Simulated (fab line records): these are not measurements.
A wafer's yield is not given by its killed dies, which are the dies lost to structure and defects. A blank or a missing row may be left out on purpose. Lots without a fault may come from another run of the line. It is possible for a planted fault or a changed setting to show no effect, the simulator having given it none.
Which tool was responsible? || flow gf180mcu || 14 lots with 42 wafers sampled at 2 steps, on a route of 602 steps

## WHAT EACH GAUGE READ, for each wafer
GF_M3_RS_MEAS_05: uses a four-point probe to measure. Usual: M3_ALCU_RS 0.0694 ohm/sq, standard deviation 0.00074.
{"lot": "L218", "measured": "day 21 11:22", "on": "film_metro-03", "M3_ALCU_RS (ohm/sq)": "0.0692 0.0707 0.0698", "flag": ""}
{"lot": "L219", "measured": "day 21 14:14", "on": "film_metro-04", "M3_ALCU_RS (ohm/sq)": "0.0696 0.0702 0.0689", "flag": ""}
{"lot": "L220", "measured": "day 21 19:50", "on": "film_metro-02", "M3_ALCU_RS (ohm/sq)": "0.0694 0.0683 0.0679", "flag": ""}
{"lot": "L223", "measured": "day 22 08:50", "on": "film_metro-02", "M3_ALCU_RS (ohm/sq)": "0.0681 0.0693 0.0698", "flag": ""}
{"lot": "L226", "measured": "day 23 11:54", "on": "film_metro-04", "M3_ALCU_RS (ohm/sq)": "0.0690 0.0710 0.0702", "flag": ""}
{"lot": "L232", "measured": "day 25 11:46", "on": "film_metro-02", "M3_ALCU_RS (ohm/sq)": "0.0687 0.0693 0.0688", "flag": ""}
{"lot": "L233", "measured": "day 25 20:01", "on": "film_metro-04", "M3_ALCU_RS (ohm/sq)": "0.0688 0.0690 0.0689", "flag": ""}
{"lot": "L234", "measured": "day 26 06:31", "on": "film_metro-02", "M3_ALCU_RS (ohm/sq)": "0.0692 0.0699 0.0692", "flag": ""}
{"lot": "L235", "measured": "day 26 15:38", "on": "film_metro-03", "M3_ALCU_RS (ohm/sq)": "0.0698 0.0692 0.0705", "flag": ""}
{"lot": "L236", "measured": "day 27 00:16", "on": "film_metro-02", "M3_ALCU_RS (ohm/sq)": "0.0685 0.0697 0.0688", "flag": ""}
{"lot": "L237", "measured": "day 27 05:50", "on": "film_metro-04", "M3_ALCU_RS (ohm/sq)": "0.0697 0.0699 0.0697", "flag": ""}
{"lot": "L238", "measured": "day 27 15:59", "on": "film_metro-03", "M3_ALCU_RS (ohm/sq)": "0.0697 0.0698 0.0701", "flag": ""}
{"lot": "L239", "measured": "day 27 16:17", "on": "film_metro-02", "M3_ALCU_RS (ohm/sq)": "0.0683 0.0689 0.0676", "flag": ""}
{"lot": "L240", "measured": "day 27 23:07", "on": "film_metro-04", "M3_ALCU_RS (ohm/sq)": "0.0697 0.0694 0.0695", "flag": ""}

GF_V3_THK_MEAS_01. Usual: V3_CVD_00_THK 601 nm, standard deviation 7.4.
{"lot": "L218", "measured": "day 22 11:20", "on": "film_metro-01", "V3_CVD_00_THK (nm)": "600 606 602", "flag": ""}
{"lot": "L219", "measured": "day 22 14:32", "on": "film_metro-04", "V3_CVD_00_THK (nm)": "596 602 607", "flag": ""}
{"lot": "L220", "measured": "day 22 19:03", "on": "film_metro-02", "V3_CVD_00_THK (nm)": "597 604 605", "flag": ""}
{"lot": "L223", "measured": "day 23 08:59", "on": "film_metro-02", "V3_CVD_00_THK (nm)": "606 605 606", "flag": ""}
{"lot": "L226", "measured": "day 24 10:29", "on": "film_metro-02", "V3_CVD_00_THK (nm)": "603 607 601", "flag": ""}
{"lot": "L232", "measured": "day 26 10:29", "on": "film_metro-02", "V3_CVD_00_THK (nm)": "598 602 607", "flag": ""}
{"lot": "L233", "measured": "day 26 18:19", "on": "film_metro-01", "V3_CVD_00_THK (nm)": "601 601 610", "flag": ""}
{"lot": "L234", "measured": "day 27 03:47", "on": "film_metro-02", "V3_CVD_00_THK (nm)": "597 601 590", "flag": ""}
{"lot": "L235", "measured": "day 27 13:17", "on": "film_metro-01", "V3_CVD_00_THK (nm)": "591 591 599", "flag": ""}
{"lot": "L236", "measured": "day 27 21:13", "on": "film_metro-02", "V3_CVD_00_THK (nm)": "598 596 590", "flag": ""}
{"lot": "L237", "measured": "day 28 02:29", "on": "film_metro-02", "V3_CVD_00_THK (nm)": "604 604 612", "flag": ""}
{"lot": "L238", "measured": "day 28 12:43", "on": "film_metro-02", "V3_CVD_00_THK (nm)": "601 606 602", "flag": ""}
{"lot": "L239", "measured": "day 28 13:36", "on": "film_metro-01", "V3_CVD_00_THK (nm)": "609 601 605", "flag": ""}
{"lot": "L240", "measured": "day 28 19:58", "on": "film_metro-04", "V3_CVD_00_THK (nm)": "612 605 602", "flag": ""}

## WHICH TOOL RAN EACH LOT (tool, then ch and the chambers of the sampled wafers, then the start)
No process step before these readings appears in the record.

## WHAT THE TOOLS THEMSELVES READ (means of the sampled wafers that have a number; where no wafer has one, the mark that the record gives instead)
The record holds no such reading with a usual standard deviation.

## THE ANSWER, worked out from the rows above alone
Rule: take the mean of a lot's wafers that have a number; if it is more than 3 standard deviations from the usual mean, the lot is off. Also off: a lot with no number at a reading for which 4 or more lots have one. Any other lot the step has rows for is counted as sound. Order of review: gauges by route order, followed by the tools' own readings, for which a lot's mean as printed above is used. The first step at which some lot is off is used, and at that step the reading that is off furthest; a lot without a number counts as furthest.
Nothing can be told from this: no lot is off at any reading shown.

## WHAT THE SIMULATOR HAD PUT IN
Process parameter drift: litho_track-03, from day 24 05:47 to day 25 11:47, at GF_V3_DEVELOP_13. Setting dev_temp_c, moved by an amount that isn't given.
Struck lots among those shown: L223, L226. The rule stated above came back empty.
